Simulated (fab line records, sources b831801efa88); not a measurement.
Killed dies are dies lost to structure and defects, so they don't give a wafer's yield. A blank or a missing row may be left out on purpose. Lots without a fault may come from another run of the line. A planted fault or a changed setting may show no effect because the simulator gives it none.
A struck lot beside a sound one | flow sky130 | 31 steps out of a route of 708
Sound: wafers L506.4, L506.5, L506.6. Struck: wafer L514.3. The cause comes at the end.
At each step with rows: each side's tool, then ch and its chambers, then its first start. Under that, the readings that differ: sound wafers | struck wafers | difference of the means | sigmas: that difference in standard deviations of wafers without a fault.
alike: readings whose means differ by less than 2 such deviations, and words and numbers that are the same on both sides. not compared: withheld readings, readings that some wafer has no value for, bounds like >300 that may hide the same value, and numbers for which the record gives no deviation and whose values overlap.
The two part at a step that has a row with sigmas, a row that says differs or no value, or rows on one side only. Numbers that don't overlap but have no deviation are shown without sigmas and don't part them. A reading that every wafer of one side lacks parts them only if that side has two wafers or more.

first, 6 steps without rows for these wafers: SKY_CONTACT_ETCH_18 (etches Si3N4 in CHF3/O2, stops on TiN, time 39 s, target depth 75 nm); SKY_CONTACT_STRIP_19 (strips in O2/N2); SKY_CONTACT_STRIP_20 (strips in post etch residue remover, time 1200 s); SKY_CONTACT_CLEAN_21 (cleans in IPA, time 180 s); SKY_CONTACT_CLEAN_22 (cleans in O3/DIW); SKY_CONTACT_SPUTTER_23 (material TiN, target thk 20 nm, time 80 s).
SKY_CONTACT_CVD_24: deposits W, target thk 340 nm, time 102.12 s.
  sound on cvd_w-01 ch 0,1, day 33 02:07; struck on cvd_w-02 ch 0, day 35 11:11
  alike: heater_power_w
SKY_CONTACT_RS_MEAS_25: measures by four-point-probe.
  sound on film_metro-03, day 33 02:16; struck on film_metro-03, day 35 11:19
  alike: CONTACT_W_RS
SKY_CONTACT_THK_MEAS_26: measures by xrf.
  sound on film_metro-03, day 33 02:21; struck on film_metro-03, day 35 11:25
  alike: CONTACT_W_THK
then, 2 steps without rows for these wafers: SKY_CONTACT_CMP_27 (polishes, stops on SiO2, t overpolish 15 s, target thk 0 nm); SKY_METAL1_SPUTTER_00 (material Ti, target thk 15 nm, time 10 s).
SKY_METAL1_SPUTTER_01: material TiN, target thk 20 nm, time 16.7 s.
  sound on pvd_sputter-03, day 33 02:42; struck on pvd_sputter-03, day 35 11:46
  alike: throttle_valve_pct
SKY_METAL1_SPUTTER_02: material AlCu, target thk 250 nm, time 13.3 s.
  sound on pvd_sputter-03, day 33 02:43; struck on pvd_sputter-03, day 35 11:48
  reading                                     | sound             | struck | difference | sigmas
  model.AlCu_of_METAL1_SPUTTER_02.thk_nm (nm) | 253.9 251.6 253.1 | 177.2  | -75.7      |
  alike: throttle_valve_pct
SKY_METAL1_SPUTTER_03: material Ti, target thk 5 nm, time 3.3 s.
  sound on pvd_sputter-03, day 33 02:45; struck on pvd_sputter-03, day 35 11:49
  alike: throttle_valve_pct
SKY_METAL1_SPUTTER_04: material TiN, target thk 70 nm, time 58.3 s.
  sound on pvd_sputter-03, day 33 02:46; struck on pvd_sputter-03, day 35 11:50
  alike: throttle_valve_pct
SKY_METAL1_RS_MEAS_05: measures by four-point-probe.
  sound on film_metro-02, day 33 02:53; struck on film_metro-02, day 35 11:56
  reading                 | sound                | struck | difference | sigmas
  METAL1_ALCU_RS (ohm/sq) | 0.1249 0.1262 0.1254 | 0.1812 | +0.0557    | +33
SKY_METAL1_THK_MEAS_06: measures by xrf.
  sound on film_metro-02, day 33 02:58; struck on film_metro-02, day 35 12:02
  reading              | sound       | struck | difference | sigmas
  METAL1_ALCU_THK (nm) | 252 249 252 | 176    | -75        | -21
then, 8 steps without rows for these wafers: SKY_METAL1_DEHYDRATE_07 (time 60 s); SKY_METAL1_HMDS_08 (prime time 60 s); SKY_METAL1_COAT_09 (resist thk 60 nm); SKY_METAL1_COAT_10 (resist thk 450 nm); SKY_METAL1_SOFTBAKE_11 (time 90 s); SKY_METAL1_EXPOSE_12 (exposes mask MM1, target cd 140 nm); SKY_METAL1_PEB_13; SKY_METAL1_DEVELOP_14 (develop time 60 s).
SKY_METAL1_CD_MEAS_15: target cd 140 nm.
  sound on cd_sem-01, day 34 05:32; struck on cd_sem-01, day 36 14:30
  alike: cd_nm
SKY_METAL1_OVL_MEAS_16:
  sound on overlay-02, day 34 05:36; struck on overlay-02, day 36 14:35
  alike: METAL1_OVL
then, 1 step without rows for these wafers: SKY_METAL1_DESCUM_17 (chemistry O2, time 8 s).
SKY_METAL1_ETCH_18: etches BARC in N2/H2, stops on SiO2, time 45.9 s, target depth 60 nm.
  sound on rie_metal-01 ch 0,1, day 34 05:41; struck on rie_metal-01 ch 0, day 36 14:40
  alike: bias_w, drypump_motor_current_A, oes_product_au, throttle_valve_pct
  not compared: rf_hours_counter_h
SKY_METAL1_METAL_ETCH_19: etches the open film in Cl2/BCl3, stops on SiO2, target depth 360 nm, time 78 s.
  sound on rie_metal-01 ch 0,1, day 34 05:45; struck on rie_metal-01 ch 0, day 36 14:44
  reading               | sound             | struck | difference | sigmas
  oes_product_au (a.u.) | 0.853 0.850 0.855 | 0.786  | -0.067     | -11
  alike: bias_w, drypump_motor_current_A, throttle_valve_pct
  not compared: rf_hours_counter_h
then, 1 step without rows for these wafers: SKY_METAL1_STRIP_20 (strips in O2/N2).

WHERE THEY PART
First at SKY_METAL1_RS_MEAS_05; last, within this record, at SKY_METAL1_METAL_ETCH_19.

WHY: what the simulator had put in
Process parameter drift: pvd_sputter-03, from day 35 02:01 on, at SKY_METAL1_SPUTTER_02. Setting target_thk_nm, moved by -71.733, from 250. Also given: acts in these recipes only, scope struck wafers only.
